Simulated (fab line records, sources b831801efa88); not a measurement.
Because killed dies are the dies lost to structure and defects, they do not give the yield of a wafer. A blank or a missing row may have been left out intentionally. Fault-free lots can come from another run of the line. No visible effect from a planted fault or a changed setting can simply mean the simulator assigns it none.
8D (eight disciplines) problem report, filled in by code	flow sky130	the parts of the form that need people (team, actions taken, sign-off) are left out

## 1. WHAT WENT WRONG
CAPM_TIN_RS at SKY_CAPM_RS_MEAS_03 reads a mean of 6.17 ohm/sq on 5 wafers of 3 lots; wafers without a fault read 6.93 ohm/sq with a standard deviation of 0.089. Measured from the usual mean, that is -8.6 standard deviations.
The step: measures by four-point-probe.
Earliest sighting: wafer L148.6 on film metro-01 at day 41 20:29. The record has a number at this step for 29 wafers belonging to 10 lots. Rule for "out" (also "out of limits"): further than 4 standard deviations from the usual mean. The rest of the wafers with a number are treated as sound.

## 2. WHAT IT IS, WHAT IT ISN'T
question	is	is not
which readings at this step	CAPM_TIN_RS	-
which lots	L148, L149, L150	L132, L134, L135, L140, L142, L143, L144
which wafers of those lots	L148.6, L149.1, L149.6, L150.1, L150.6	L148.2, L148.4, L149.2
read on which gauges	film metro-01, film metro-03, film metro-04	-
when	from day 41 20:29	up to then (23 sound wafers); but 1 sound wafer of L149 came after

## 3. WHAT RULES OUT EACH SUSPECT
Counting: if a tool at a process step up to the reading ran every lot that is out, it stays a suspect. Sound lots after the first of them don't rule it out here, since some wafers of a struck lot are sound.
- the gauge at SKY_CAPM_RS_MEAS_03: ruled out. The wafers that are out were read on 3 gauges (film metro-01, film metro-03, film metro-04).
- pvd sputter-02 at SKY_CAPM_SPUTTER_02 (material TiN, target thk 200 nm, time 166.7 s): kept. It ran every lot that is out, first L148 (day 41 20:22); its last sound lot up to then is L143 (day 40 10:11).
The count leaves pvd sputter-02 at SKY_CAPM_SPUTTER_02.

## 4. THE CAUSE (what the simulator had put in)
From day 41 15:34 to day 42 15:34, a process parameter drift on pvd sputter-02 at SKY_CAPM_SPUTTER_02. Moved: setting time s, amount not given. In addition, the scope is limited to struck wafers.
This tool alone remained once counting was done.

## 5. THE EFFECT CHAIN, in route order
Rows list readings where the struck wafers' mean (over those with a number) sits beyond 3 standard deviations from the usual. Only readings for which the record gives a usual standard deviation are gone through. hours: the time from each lot's start at the first step in this table that gives one to its start at this step, as a median over the lots. sigmas: the change in usual standard deviations.
hours	step	reading	usual	on struck wafers	change	sigmas
0	SKY_CAPM_RS_MEAS_03	CAPM_TIN_RS	6.93 ohm/sq	6.17	-0.76	-8.6
0	SKY_CAPM_THK_MEAS_04	CAPM_TIN_THK	201.8 nm	225.1	+23.3	+8.6
23	SKY_CAPM_METAL_ETCH_13	oes product au	0.940 a.u.	1.000	+0.060	+7.0
23	SKY_CAPM_METAL_ETCH_13	throttle valve pct	21.902 %	21.871	-0.031	-3.4
195	SKY_PAD_OPEN_PROBE_99	defect limited yield	82.6 %	69.8	-12.8	-7.1
195	SKY_PAD_OPEN_PROBE_99	killed at other	0.2	62.2	+62.0	+99 or more
195	SKY_PAD_OPEN_PROBE_99	killed dies	86	149	+63	+7.1
Process steps it contains:
- SKY_CAPM_METAL_ETCH_13: etches TiN in Cl2/BCl3, stops on SiO2, target depth 220 nm, time 62.9 s.
- SKY_PAD_OPEN_PROBE_99

## 6. WHAT WOULD HAVE CAUGHT IT SOONER
Counted from the fault's start at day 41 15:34, it took 5 hours until the first out-of-limits reading at a measuring or inspecting step in this record, taken at day 41 20:29.
No tool reading at SKY_CAPM_SPUTTER_02 that has a usual standard deviation in the record was out on any struck wafer, so an alarm limit of 4 standard deviations on those readings would not have fired.
Among the 3 lots that are out, L149, L150 began SKY_CAPM_SPUTTER_02 on pvd sputter-02 after day 41 20:29. A hold on the tool at that time would have spared those 2.
